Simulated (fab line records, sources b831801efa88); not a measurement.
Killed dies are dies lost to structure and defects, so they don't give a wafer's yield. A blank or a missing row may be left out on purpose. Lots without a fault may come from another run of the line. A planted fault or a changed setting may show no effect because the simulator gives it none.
fab line records | flow gf180mcu
record lots=24 wafers=72 last_day=34
route steps=602 shown CONTACT@289 M1@316 V3@453 M4@460 V4@480
lots that met no fault: from a run of the same line without faults
start_h: hours from the record's first day to the start of the lot's first wafer shown | wait_h: hours since the lot's step before | " the same as in the row above | L1.1+2: a row that stands for several wafers | - no value, or no start given | * or withheld: withheld | < > ~ a bound
route shown NAME@n: a module of which the file shows steps, and the number in the route of the first | usual: mean/standard deviation of fault-free wafers | same: alike in all rows | chamber/n: place in a boat | sites: the reading at each site | _std_site: their standard deviation | _edge_site: outer sites' mean less inner sites' | radius_mm: how far each site lies from the wafer's centre | mask NAME#n: copy n | behind: the tool/chamber that last shaped the wafer | hold: why the lot was held/for how many hours/how that ended | device: the transistor (n, p or np) that didn't switch | end of line: the same wafers' tests at the end of the route | a step without rows: its recipe alone | killed: dies lost to structure and defects at the first sort, not the wafer's yield | map: a wafer's dies, x killed, . not, _ none there
set.NAME: the setting as run; set.NAME@STEP: as run at that earlier step | model.NAME: the simulator's own value behind a step, which no gauge read
steps of the route over a sample of lots; a table a step, a row a wafer
services: from which hour (start_h, from the record's first day; less than 0 if before it) a tool's chamber was out of use, for how many hours, and why
## steps
# step GF_CONTACT_CVD_02
# recipe material=SiO2 target_thk_nm=860 precursor=TEOS temp_c=400 time_s=95.992 rf_w=600
# usual heater_power_w=697/100
# columns lot.wafer tool chamber start_h wait_h heater_power_w
L074.1 pecvd-03 0 343.34 0.1 802
L074.5 " 0 " " 645
L074.6 " 1 " " 744
L075.1 pecvd-01 1 347.93 0.1 601
L075.3 " 2 " " 657
L075.5 " 0 " " 443
L076.1 pecvd-01 1 355.46 0.1 649
L076.2 " 2 " " 809
L076.6 " 2 " " 639
L077.1 pecvd-01 1 368.03 0.1 607
L077.2 " 2 " " 811
L077.4 " 2 " " 661
L078.2 pecvd-03 1 374.00 0.0 767
L078.5 " 1 " " 637
L078.6 " 0 " " 830
L079.1 pecvd-01 1 382.69 0.1 665
L079.4 " 2 " " 792
L079.6 " 1 " " 681
L080.2 pecvd-02 0 389.39 0.0 703
L080.5 " 2 " " 849
L080.6 " 1 " " 654
L081.1 pecvd-02 1 398.67 0.1 569
L081.3 " 2 " " 825
L081.4 " 1 " " 620
L082.1 pecvd-03 1 409.30 0.1 771
L082.3 " 2 " " 704
L082.4 " 2 " " 705
L083.4 pecvd-03 2 423.17 0.1 577
L083.5 " 0 " " 844
L083.6 " 1 " " 784
L084.1 pecvd-02 1 428.12 0.1 658
L084.4 " 2 " " 905
L084.5 " 1 " " 696
L085.1 pecvd-01 0 440.04 0.1 527
L085.2 " 2 " " 795
L085.5 " 0 " " 550
L086.4 pecvd-03 0 444.93 0.1 804
L086.5 " 1 " " 766
L086.6 " 2 " " 711
L087.1 pecvd-01 2 454.96 0.1 677
L087.3 " 1 " " 605
L087.4 " 0 " " 555
L088.1 pecvd-02 1 460.08 0.1 682
L088.3 " 2 " " 907
L088.4 " 0 " " 737
L089.1 pecvd-03 0 468.13 0.1 812
L089.3 " 2 " " 675
L089.4 " 1 " " 711
L090.4 pecvd-02 1 476.35 0.1 558
L090.5 " 0 " " 734
L090.6 " 2 " " 911
L091.1 pecvd-03 0 491.06 0.1 799
L091.3 " 2 " " 624
L091.5 " 0 " " 847
L092.2 pecvd-01 0 494.07 0.0 477
L092.3 " 2 " " 805
L092.5 " 1 " " 699
L093.1 pecvd-03 2 506.22 0.1 568
L093.2 " 0 " " 791
L093.6 " 1 " " 696
L094.1 pecvd-02 0 511.63 0.1 715
L094.2 " 2 " " 814
L094.4 " 2 " " 857
L095.1 pecvd-02 0 520.28 0.1 579
L095.2 " 2 " " 769
L095.3 " 1 " " 572
L096.2 pecvd-02 2 524.48 0.0 879
L096.3 " 0 " " 670
L096.6 " 2 " " 900
L097.1 pecvd-03 2 538.19 0.1 627
L097.2 " 1 " " 715
L097.3 " 0 " " 810
# step GF_CONTACT_THK_MEAS_03
# recipe reads=SiO2_of_CONTACT_CVD_02
# usual CONTACT_CVD_02_THK=863/11
# columns lot.wafer tool chamber start_h wait_h CONTACT_CVD_02_THK[nm]
L074.1 film_metro-03 - 343.41 0.0 846
L074.5 " - " " 862
L074.6 " - " " 868
L075.1 film_metro-01 - 348.00 0.0 852
L075.3 " - " " 852
L075.5 " - " " 866
L076.1 film_metro-03 - 355.53 0.0 854
L076.2 " - " " 856
L076.6 " - " " 869
L077.1 film_metro-03 - 368.10 0.0 863
L077.2 " - " " 862
L077.4 " - " " 861
L078.2 film_metro-01 - 374.08 0.0 865
L078.5 " - " " 863
L078.6 " - " " 857
L079.1 film_metro-03 - 382.76 0.0 862
L079.4 " - " " 873
L079.6 " - " " 877
L080.2 film_metro-01 - 389.47 0.0 839
L080.5 " - " " 859
L080.6 " - " " 871
L081.1 film_metro-01 - 398.74 0.0 851
L081.3 " - " " 842
L081.4 " - " " 863
L082.1 film_metro-01 - 409.37 0.0 862
L082.3 " - " " 857
L082.4 " - " " 877
L083.4 film_metro-02 - 423.23 0.0 855
L083.5 " - " " 853
L083.6 " - " " 859
L084.1 film_metro-01 - 428.19 0.0 871
L084.4 " - " " 880
L084.5 " - " " 887
L085.1 film_metro-03 - 440.11 0.0 855
L085.2 " - " " 841
L085.5 " - " " 863
L086.4 film_metro-03 - 444.99 0.0 875
L086.5 " - " " 881
L086.6 " - " " 868
L087.1 film_metro-02 - 455.03 0.0 858
L087.3 " - " " 864
L087.4 " - " " 879
L088.1 film_metro-01 - 460.15 0.0 870
L088.3 " - " " 873
L088.4 " - " " 882
L089.1 film_metro-03 - 468.20 0.0 874
L089.3 " - " " 855
L089.4 " - " " 875
L090.4 film_metro-02 - 476.41 0.0 872
L090.5 " - " " 872
L090.6 " - " " 879
L091.1 film_metro-03 - 491.13 0.0 855
L091.3 " - " " 859
L091.5 " - " " 860
L092.2 film_metro-02 - 494.15 0.0 852
L092.3 " - " " 853
L092.5 " - " " 861
L093.1 film_metro-03 - 506.29 0.0 850
L093.2 " - " " 865
L093.6 " - " " 871
L094.1 film_metro-01 - 511.70 0.0 860
L094.2 " - " " 868
L094.4 " - " " 872
L095.1 film_metro-02 - 520.35 0.0 848
L095.2 " - " " 856
L095.3 " - " " 851
L096.2 film_metro-03 - 524.56 0.0 867
L096.3 " - " " 857
L096.6 " - " " 868
L097.1 film_metro-02 - 538.26 0.0 858
L097.2 " - " " 862
L097.3 " - " " 869
# step GF_M1_SPUTTER_01
# recipe material=TiN target_thk_nm=30 power_w=6500 time_s=25 chamber_pressure_pa=0.4
# usual throttle_valve_pct=29.8/0.95
# columns lot.wafer tool chamber start_h wait_h throttle_valve_pct
L074.1 pvd_sputter-04 - 367.33 0.1 28.6
L074.5 " - " " 30.3
L074.6 " - " " 28.9
L075.1 pvd_sputter-04 - 371.23 0.1 28.5
L075.3 " - " " 30.3
L075.5 " - " " 30.4
L076.1 pvd_sputter-04 - 379.25 0.1 28.6
L076.2 " - " " 29.6
L076.6 " - " " 30.5
L077.1 pvd_sputter-04 - 392.66 0.1 29.3
L077.2 " - " " 30.3
L077.4 " - " " 28.5
L078.2 pvd_sputter-04 - 398.72 0.1 28.8
L078.5 " - " " 30.1
L078.6 " - " " 30.4
L079.1 pvd_sputter-04 - 408.06 0.1 28.9
L079.4 " - " " 30.0
L079.6 " - " " 30.1
L080.2 pvd_sputter-02 - 414.75 0.1 29.4
L080.5 " - " " 29.5
L080.6 " - " " 30.3
L081.1 pvd_sputter-04 - 423.98 0.1 30.7
L081.3 " - " " 28.7
L081.4 " - " " 30.4
L082.1 pvd_sputter-04 - 435.25 0.1 28.7
L082.3 " - " " 29.8
L082.4 " - " " 30.1
L083.4 pvd_sputter-03 - 449.22 0.1 27.9
L083.5 " - " " 28.3
L083.6 " - " " 30.1
L084.1 pvd_sputter-04 - 454.14 0.1 28.7
L084.4 " - " " 30.7
L084.5 " - " " 28.8
L085.1 pvd_sputter-02 - 466.39 0.1 28.9
L085.2 " - " " 30.9
L085.5 " - " " 29.1
L086.4 pvd_sputter-03 - 471.02 0.1 30.1
L086.5 " - " " 28.0
L086.6 " - " " 31.7
L087.1 pvd_sputter-03 - 480.97 0.1 29.8
L087.3 " - " " 28.1
L087.4 " - " " 30.3
L088.1 pvd_sputter-02 - 485.77 0.1 30.4
L088.3 " - " " 30.9
L088.4 " - " " 29.4
L089.1 pvd_sputter-04 - 493.44 0.1 28.7
L089.3 " - " " 30.3
L089.4 " - " " 29.6
L090.4 pvd_sputter-02 - 501.70 0.1 29.5
L090.5 " - " " 31.0
L090.6 " - " " 28.8
L091.1 pvd_sputter-03 - 516.87 0.1 30.4
L091.3 " - " " 31.7
L091.5 " - " " 31.6
L092.2 pvd_sputter-04 - 519.38 0.1 29.8
L092.3 " - " " 30.3
L092.5 " - " " 30.1
L093.1 pvd_sputter-04 - 531.00 0.1 28.7
L093.2 " - " " 29.8
L093.6 " - " " 28.8
L094.1 pvd_sputter-03 - 536.51 0.1 31.5
L094.2 " - " " 30.1
L094.4 " - " " 30.5
L095.1 pvd_sputter-02 - 545.33 0.1 30.8
L095.2 " - " " 29.7
L095.3 " - " " 29.0
L096.2 pvd_sputter-04 - 548.44 0.1 30.2
L096.3 " - " " 31.0
L096.6 " - " " 28.6
L097.1 pvd_sputter-03 - 562.78 0.1 28.1
L097.2 " - " " 30.2
L097.3 " - " " 30.2
# step GF_V3_RS_MEAS_24
# recipe thk_meas_gauge=four-point-probe reads=W_of_V3_CVD_23+TiN_of_V3_SPUTTER_22+Ti_of_V3_SPUTTER_21
# usual V3_W_RS=0.326/0.0031
# columns lot.wafer tool chamber start_h wait_h V3_W_RS[ohm/sq]
L074.1 film_metro-02 - 517.28 0.1 0.327
L074.5 " - " " 0.325
L074.6 " - " " 0.326
L075.1 film_metro-02 - 522.74 0.1 0.325
L075.3 " - " " 0.322
L075.5 " - " " 0.323
L076.1 film_metro-01 - 531.26 0.1 0.325
L076.2 " - " " 0.325
L076.6 " - " " 0.327
L077.1 film_metro-01 - 543.22 0.1 0.329
L077.2 " - " " 0.329
L077.4 " - " " 0.328
L078.2 film_metro-04 - 550.02 0.1 0.319
L078.5 " - " " 0.320
L078.6 " - " " 0.322
L079.1 film_metro-01 - 559.41 0.1 0.328
L079.4 " - " " 0.326
L079.6 " - " " 0.331
L080.2 film_metro-02 - 564.72 0.1 0.324
L080.5 " - " " 0.323
L080.6 " - " " 0.323
L081.1 film_metro-04 - 574.37 0.1 0.331
L081.3 " - " " 0.329
L081.4 " - " " 0.328
L082.1 film_metro-04 - 583.50 0.1 0.323
L082.3 " - " " 0.323
L082.4 " - " " 0.325
L083.4 film_metro-01 - 595.72 0.1 0.323
L083.5 " - " " 0.323
L083.6 " - " " 0.324
L084.1 film_metro-01 - 599.45 0.1 0.330
L084.4 " - " " 0.331
L084.5 " - " " 0.331
L085.1 film_metro-02 - 611.17 0.1 0.327
L085.2 " - " " 0.327
L085.5 " - " " 0.326
L086.4 film_metro-01 - 615.12 0.1 0.322
L086.5 " - " " 0.325
L086.6 " - " " 0.327
L087.1 film_metro-02 - 621.95 0.1 0.332
L087.3 " - " " 0.329
L087.4 " - " " 0.330
L088.1 film_metro-01 - 627.09 0.1 0.326
L088.3 " - " " 0.326
L088.4 " - " " 0.326
L089.1 film_metro-01 - 635.12 0.1 0.330
L089.3 " - " " 0.332
L089.4 " - " " 0.330
L090.4 film_metro-01 - 640.87 0.1 0.325
L090.5 " - " " 0.322
L090.6 " - " " 0.329
L091.1 film_metro-04 - 653.98 0.1 0.327
L091.3 " - " " 0.326
L091.5 " - " " 0.328
L092.2 film_metro-02 - 656.65 0.1 0.327
L092.3 " - " " 0.324
L092.5 " - " " 0.330
L093.1 film_metro-04 - 666.83 0.1 0.331
L093.2 " - " " 0.326
L093.6 " - " " 0.325
L094.1 film_metro-02 - 672.12 0.1 0.325
L094.2 " - " " 0.328
L094.4 " - " " 0.328
L095.1 film_metro-02 - 677.08 0.1 0.327
L095.2 " - " " 0.334
L095.3 " - " " 0.327
L096.2 film_metro-04 - 681.33 0.1 0.323
L096.3 " - " " 0.326
L096.6 " - " " 0.324
L097.1 film_metro-02 - 695.16 0.1 0.324
L097.2 " - " " 0.323
L097.3 " - " " 0.324
# step GF_M4_SPUTTER_04
# recipe material=TiN target_thk_nm=50 power_w=6500 time_s=41.7 chamber_pressure_pa=0.4
# usual throttle_valve_pct=29.7/1.1
# columns lot.wafer tool chamber start_h wait_h throttle_valve_pct
L074.1 pvd_sputter-03 - 517.94 0.0 27.8
L074.5 " - " " 30.0
L074.6 " - " " 28.0
L075.1 pvd_sputter-04 - 523.40 0.0 29.7
L075.3 " - " " 30.2
L075.5 " - " " 28.6
L076.1 pvd_sputter-03 - 531.93 0.0 30.4
L076.2 " - " " 31.5
L076.6 " - " " 31.8
L077.1 pvd_sputter-01 - 543.93 0.0 30.4
L077.2 " - " " 28.0
L077.4 " - " " 29.1
L078.2 pvd_sputter-04 - 550.66 0.0 30.5
L078.5 " - " " 30.5
L078.6 " - " " 30.6
L079.1 pvd_sputter-04 - 560.07 0.0 29.3
L079.4 " - " " 30.3
L079.6 " - " " 30.4
L080.2 pvd_sputter-03 - 565.36 0.0 31.5
L080.5 " - " " 30.3
L080.6 " - " " 28.1
L081.1 pvd_sputter-03 - 575.07 0.0 31.7
L081.3 " - " " 30.2
L081.4 " - " " 28.4
L082.1 pvd_sputter-03 - 584.16 0.0 31.7
L082.3 " - " " 30.4
L082.4 " - " " 30.0
L083.4 pvd_sputter-01 - 596.34 0.0 28.8
L083.5 " - " " 27.9
L083.6 " - " " 29.7
L084.1 pvd_sputter-04 - 600.11 0.0 29.9
L084.4 " - " " 29.5
L084.5 " - " " 30.2
L085.1 pvd_sputter-01 - 611.83 0.0 29.9
L085.2 " - " " 30.3
L085.5 " - " " 27.9
L086.4 pvd_sputter-03 - 615.72 0.0 31.6
L086.5 " - " " 30.2
L086.6 " - " " 30.7
L087.1 pvd_sputter-04 - 622.61 0.0 29.5
L087.3 " - " " 28.7
L087.4 " - " " 30.7
L088.1 pvd_sputter-01 - 627.75 0.0 29.0
L088.3 " - " " 27.8
L088.4 " - " " 29.8
L089.1 pvd_sputter-04 - 635.78 0.0 30.7
L089.3 " - " " 28.7
L089.4 " - " " 30.3
L090.4 pvd_sputter-01 - 641.47 0.0 29.7
L090.5 " - " " 29.8
L090.6 " - " " 30.5
L091.1 pvd_sputter-03 - 654.64 0.0 30.5
L091.3 " - " " 28.0
L091.5 " - " " 30.5
L092.2 pvd_sputter-03 - 657.38 0.0 30.7
L092.3 " - " " 28.3
L092.5 " - " " 30.1
L093.1 pvd_sputter-01 - 667.49 0.0 29.8
L093.2 " - " " 28.9
L093.6 " - " " 30.5
L094.1 pvd_sputter-01 - 672.78 0.0 30.7
L094.2 " - " " 29.0
L094.4 " - " " 28.1
L095.1 pvd_sputter-04 - 677.74 0.0 30.4
L095.2 " - " " 29.2
L095.3 " - " " 28.7
L096.2 pvd_sputter-03 - 681.98 0.0 31.7
L096.3 " - " " 28.1
L096.6 " - " " 31.5
L097.1 pvd_sputter-01 - 695.82 0.0 30.6
L097.2 " - " " 29.8
L097.3 " - " " 29.2
# step GF_V4_CMP_04
# recipe material=SiO2 down_force_psi=4 platen_rpm=60 pad_velocity_m_s=0.94248
# usual motor_current_A=11.8/0.74 time_to_endpoint_s=76/4.5
# columns lot.wafer tool chamber start_h wait_h motor_current_A time_to_endpoint_s
L074.1 cmp-02 0 542.54 0.2 12.3 70
L074.5 " 1 " " 11.1 75
L074.6 " 2 " " 11.6 76
L075.1 cmp-01 0 546.77 0.1 11.0 74
L075.3 " 1 " " 12.0 74
L075.5 " 1 " " 12.7 76
L076.2 cmp-01 3 555.51 0.1 11.9 77
L076.1 " 0 " " 10.9 78
L076.6 " 3 " " 12.3 81
L077.2 cmp-02 0 567.70 0.0 13.0 69
L077.1 " 1 " " 11.2 64
L077.4 " 3 " " 11.7 86
L078.2 cmp-01 2 574.39 0.4 13.1 72
L078.5 " 0 " " 11.0 82
L078.6 " 1 " " 12.3 80
L079.4 cmp-01 0 583.07 0.1 10.3 74
L079.1 " 1 " " 12.0 70
L079.6 " 3 " " 11.7 83
L080.2 cmp-02 2 588.22 0.0 11.3 78
L080.5 " 2 " " 11.6 77
L080.6 " 3 " " 11.7 85
L081.4 cmp-02 0 597.27 0.0 11.8 78
L081.1 " 1 " " 11.8 72
L081.3 " 2 " " 11.3 75
L082.1 cmp-01 0 605.91 0.3 11.0 76
L082.4 " 2 " " 13.2 78
L082.3 " 3 " " 11.2 69
L083.4 cmp-01 2 618.53 0.1 12.6 81
L083.6 " 0 " " 10.6 82
L083.5 " 1 " " 11.7 77
L084.1 cmp-01 3 621.82 0.3 11.2 72
L084.4 " 0 " " 10.4 75
L084.5 " 0 " " 10.7 72
L085.2 cmp-02 1 633.60 0.0 11.4 69
L085.1 " 2 " " 11.6 78
L085.5 " 2 " " 11.6 80
L086.4 cmp-02 1 636.57 0.0 10.8 73
L086.5 " 1 " " 11.2 75
L086.6 " 2 " " 11.8 80
L087.1 cmp-01 2 644.13 0.1 12.9 71
L087.4 " 3 " " 11.5 75
L087.3 " 0 " " 10.5 71
L088.1 cmp-02 1 649.02 0.1 11.3 73
L088.4 " 2 " " 11.7 82
L088.3 " 3 " " 12.0 75
L089.1 cmp-01 3 656.34 0.1 11.5 75
L089.4 " 0 " " 10.8 81
L089.3 " 2 " " 12.7 83
L090.4 cmp-01 1 663.10 0.2 12.1 76
L090.6 " 2 " " 13.2 77
L090.5 " 3 " " 11.6 76
L091.3 cmp-02 1 675.44 0.1 11.0 67
L091.1 " 2 " " 11.5 73
L091.5 " 0 " " 11.9 72
L092.3 cmp-01 2 677.91 0.0 12.5 68
L092.2 " 1 " " 12.1 72
L092.5 " 2 " " 13.1 74
L093.1 cmp-02 3 687.73 0.1 11.7 79
L093.2 " 0 " " 12.6 74
L093.6 " 0 " " 12.6 77
L094.4 cmp-02 3 693.00 0.0 12.0 74
L094.2 " 0 " " 12.5 77
L094.1 " 2 " " 11.6 74
L095.3 cmp-01 1 698.36 0.0 12.3 77
L095.1 " 2 " " 12.9 74
L095.2 " 0 " " 11.1 71
L096.2 cmp-01 2 701.13 0.1 13.5 72
L096.3 " 3 " " 11.4 74
L096.6 " 1 " " 12.1 71
L097.2 cmp-02 0 715.30 0.2 11.7 75
L097.1 " 1 " " 10.8 78
L097.3 " 2 " " 11.6 81
## services
# columns tool chamber start_h hours kind
pecvd-02 - 368.88 14.0 pm
cmp-02 - 387.58 0.3 repair
cmp-01 - 404.46 4.0 pm
pecvd-02 - 413.27 2.8 pm
cmp-01 - 415.53 1.1 repair
pecvd-02 1 418.77 6.2 repair
pecvd-02 - 423.06 3.1 repair
cmp-02 - 434.37 2.6 repair
pvd_sputter-04 - 471.29 0.5 repair
cmp-02 - 473.92 1.5 repair
pecvd-02 - 481.86 4.0 repair
cmp-02 - 497.13 3.7 repair
pecvd-03 0 507.33 7.6 repair
cmp-01 - 542.70 2.3 repair
pecvd-03 0 551.32 10.5 repair
cmp-02 - 553.35 3.3 pm
cmp-02 - 572.03 4.0 pm
cmp-02 - 605.33 0.6 repair
cmp-01 - 629.47 1.9 repair
cmp-02 - 634.36 0.3 repair
cmp-01 - 648.92 5.2 repair
cmp-01 - 663.81 2.8 pm
cmp-01 - 708.44 1.3 repair
cmp-01 - 710.23 11.1 pm
## key
fault none
